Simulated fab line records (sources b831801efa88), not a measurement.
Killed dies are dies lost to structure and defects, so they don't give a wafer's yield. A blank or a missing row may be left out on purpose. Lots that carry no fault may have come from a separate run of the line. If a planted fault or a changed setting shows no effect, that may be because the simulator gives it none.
Problem report, 8D (eight disciplines) form, completed by code || flow gf180mcu || the parts of the form that need people (team, actions taken, sign-off) are left out

== 1. THE PROBLEM ==
heaterPowerTotalW at GF_VT_IMPLANT_SOFTBAKE_25 reads a mean of 57.86 W on 6 wafers of 2 lots; wafers without a fault read 56.60 W with a standard deviation of 0.046. That puts it +27 standard deviations away from the usual mean.
The step: time 60 s.
First observed at day 12 02:19: wafer L441.1, on lithoTrack-04. Wafers with a number at this step in the record: 42, from 14 lots. The rule behind "out" and "out of limits": a value lying over 4 standard deviations away from the usual mean. Any other wafer with a number is counted as sound.

== 2. WHAT IT IS, WHAT IT ISN'T ==
{"question": "which readings at this step", "is": "heaterPowerTotalW, plateTempC", "is not": "-"}
{"question": "which lots", "is": "L441, L442", "is not": "L420, L421, L422, L423, L424, L425, L426, L427, L429, L431, L432, L438"}
{"question": "which wafers of those lots", "is": "all that have a number", "is not": "-"}
{"question": "read on which tools", "is": "lithoTrack-04", "is not": "lithoTrack-01, lithoTrack-03"}
{"question": "when", "is": "from day 12 02:19", "is not": "up to then (36 sound wafers)"}

== 3. THE SUSPECTS, EACH WITH WHAT RULES IT OUT ==
Counting: any tool at a process step up to the reading is kept as a suspect provided that every lot that is out went through it and no sound lot did after the first of them.
- lithoTrack-04 at GF_VT_IMPLANT_SOFTBAKE_25 (time 60 s): kept. All lots that are out passed through it, beginning with L441 at day 12 02:19, and no sound lot followed; its final sound lot before that point was L432 at day 9 14:46. On those wafers its own readings are out: heaterPowerTotalW, plateTempC.
The count leaves lithoTrack-04 at GF_VT_IMPLANT_SOFTBAKE_25.

== 4. THE CAUSE (what the simulator had put in) ==
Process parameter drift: lithoTrack-04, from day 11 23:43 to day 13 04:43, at GF_VT_IMPLANT_SOFTBAKE_25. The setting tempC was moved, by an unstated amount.
Only this tool survived the counting.

== 5. SEQUENCE OF EFFECTS, ordered by route ==
Rows list readings where the struck wafers' mean (over those with a number) sits beyond 3 standard deviations from the usual. Scope: only readings with a usual standard deviation given in the record; hours: median across lots of the time from each lot's start at the first step in this table that gives one to its start at this step; sigmas: change in usual standard deviations.
{"hours": 0, "step": "GF_VT_IMPLANT_SOFTBAKE_25", "reading": "heaterPowerTotalW", "usual": "56.60 W", "on struck wafers": 57.86, "change": "+1.26", "sigmas": "+27"}
{"hours": 0, "step": "GF_VT_IMPLANT_SOFTBAKE_25", "reading": "plateTempC", "usual": "90.00 C", "on struck wafers": 91.47, "change": "+1.47", "sigmas": "+11"}
Process steps it contains:
- GF_VT_IMPLANT_SOFTBAKE_25: time 60 s.
Later measuring or inspecting steps at which every struck wafer that the step has a row for has a number for every such reading, and none has moved that far: GF_M2_THK_MEAS_06.

== 6. WHAT WOULD HAVE CAUGHT IT SOONER ==
The fault began at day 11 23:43; the first out-of-limits reading in this record came at day 12 02:19, 3 hours later.
